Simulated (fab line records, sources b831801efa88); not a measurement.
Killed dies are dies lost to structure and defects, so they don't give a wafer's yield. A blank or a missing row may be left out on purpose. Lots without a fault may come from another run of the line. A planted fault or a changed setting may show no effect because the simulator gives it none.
Chamber matching | flow gf180mcu | GF_STI_CMP_25 on cmp-01: 4 sister chambers
The step polishes, stops on Si3N4, t overpolish 33 s, target thk 524.6 nm. 4 wafers are shown with their chamber, then 7 later ones without.

WAFERS WITH THEIR CHAMBER
wafer  | chamber | motor_current_A (A)
L689.5 | 2       | 11.7
L694.1 | 1       | 10.8
L695.4 | 3       | 11.9
L695.5 | 0       | 12.5

WAFERS WITHOUT THEIR CHAMBER
wafer  | motor_current_A (A)
L698.4 | 12.0
L698.5 | 11.5
L698.6 | 12.3
L706.2 | 11.1
L706.5 | 11.7
L707.2 | 12.1
L707.5 | 11.9

WHICH CHAMBER EACH WENT THROUGH
wafer  | from the rows above          | in truth
L698.4 | can't be placed: 3 or 2      | 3
L698.5 | can't be placed: 2 or 3      | 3
L698.6 | can't be placed: 0 or 3      | 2
L706.2 | can't be placed: 1 or 2      | 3
L706.5 | can't be placed: 2 or 3      | 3
L707.2 | can't be placed: 3 or 0 or 2 | 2
L707.5 | can't be placed: 3 or 2      | 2
Placed correctly: 0 of 7. Can't be placed from these rows: 7 (the true chamber is among the candidates in 5). Placed wrongly: 0.
How it was worked out, from the rows above alone: a wafer's distance from a chamber is the root of the sum, over the readings, of the square of ((its reading less the chamber's mean) divided by the reading's scatter). The wafer belongs to the nearest chamber; if the next one is less than 2 further off, it can't be placed. A chamber's mean is the mean of its shown wafers. The scatter: with one shown wafer a chamber, the root of the mean of the squares of how far each hidden wafer lies from its nearest shown one.
